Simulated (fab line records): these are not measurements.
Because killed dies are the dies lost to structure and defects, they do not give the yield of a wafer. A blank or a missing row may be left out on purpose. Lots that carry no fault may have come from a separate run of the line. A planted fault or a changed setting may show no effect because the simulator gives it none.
2 desks looking at one fault -- flow sky130 -- numbers are kept per desk, each desk with only its own; the story behind them comes last

AT THE TOOL OWNER'S DESK: pecvd-03
The tool's own readings at SKY_CAPM_CVD_00 (deposits SiO2, target thk 15.5 nm): means of the sampled wafers that have a number, for each lot that ran on this tool. A lot is out of limits, marked OUT, if its mean lies more than 4 standard deviations from the usual mean; the brackets give that distance.
Columns: A = heater power w at SKY_CAPM_CVD_00, usual 683 W
lot,first seen here,A
L489,day 37 21:49,597
L493,day 39 04:35,613
L495,day 39 20:16,626
L507,day 42 23:10,629
L508,day 43 04:00,602
This desk's finding: nothing out of limits on any of the 5 lots.

FROM THE METROLOGY DESK
What the gauges read, lot by lot, whatever tool the lot ran on: means of the sampled wafers that have a number. A lot is out of limits, marked OUT, if its mean lies more than 4 standard deviations from the usual mean; the brackets give that distance.
Columns: A = cd nm at SKY_METAL2_CD_MEAS_15, usual 140.2 nm; B = VIA2_OVL at SKY_VIA2_OVL_MEAS_13, usual -4 nm; C = CAPM_CVD_00_THK at SKY_CAPM_THK_MEAS_01, usual 15.53 nm; D = CAPM_TIN_RS at SKY_CAPM_RS_MEAS_03, usual 6.90 ohm/sq
lot,first seen here,A,B,C,D
L485,day 35 05:04,140.9,-5,15.47,6.91
L487,day 36 08:18,141.5,-1,15.20,6.90
L489,day 36 15:52,142.4,-3,15.76,6.86
L492,day 37 15:33,142.0,0,15.74,6.97
L493,day 37 21:10,140.3,-9,19.79 (+15) OUT,6.92
L495,day 38 16:41,141.0,-1,17.79 (+7.8) OUT,6.83
L500,day 40 18:04,137.7,-6,15.42,6.80
L504,day 41 00:31,139.1,-6,15.51,6.86
L505,day 41 05:04,140.5,-11,15.14,6.80
L507,day 41 20:17,138.4,5,15.46,6.76
L506,day 41 20:55,140.7,-3,15.50,6.88
L508,day 42 01:37,143.5,1,15.56,6.94
Per this desk, out of limits: L493, L495; the first was L493, day 39 04:37 (CAPM_CVD_00_THK at SKY_CAPM_THK_MEAS_01). Within limits: L485, L487, L489, L492, L500, L504, L505, L507, L506, L508.

BROUGHT TOGETHER
The metrology desk could have raised an alarm at day 39 04:37, on L493, L495.
Nothing out of limits was seen by the tool owner's desk.
The tool owner's desk has L493, L495 on record, within its limits.
Every lot named ran SKY_CAPM_CVD_00 on pecvd-03.

WHAT THE SIMULATOR HAD INSERTED
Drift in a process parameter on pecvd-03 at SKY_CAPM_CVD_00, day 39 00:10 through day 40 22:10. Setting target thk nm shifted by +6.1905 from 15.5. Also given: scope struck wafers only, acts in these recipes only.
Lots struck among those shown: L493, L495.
Per desk, hours elapsed from the start of the fault to the first reading out of limits: for the metrology desk, 4.
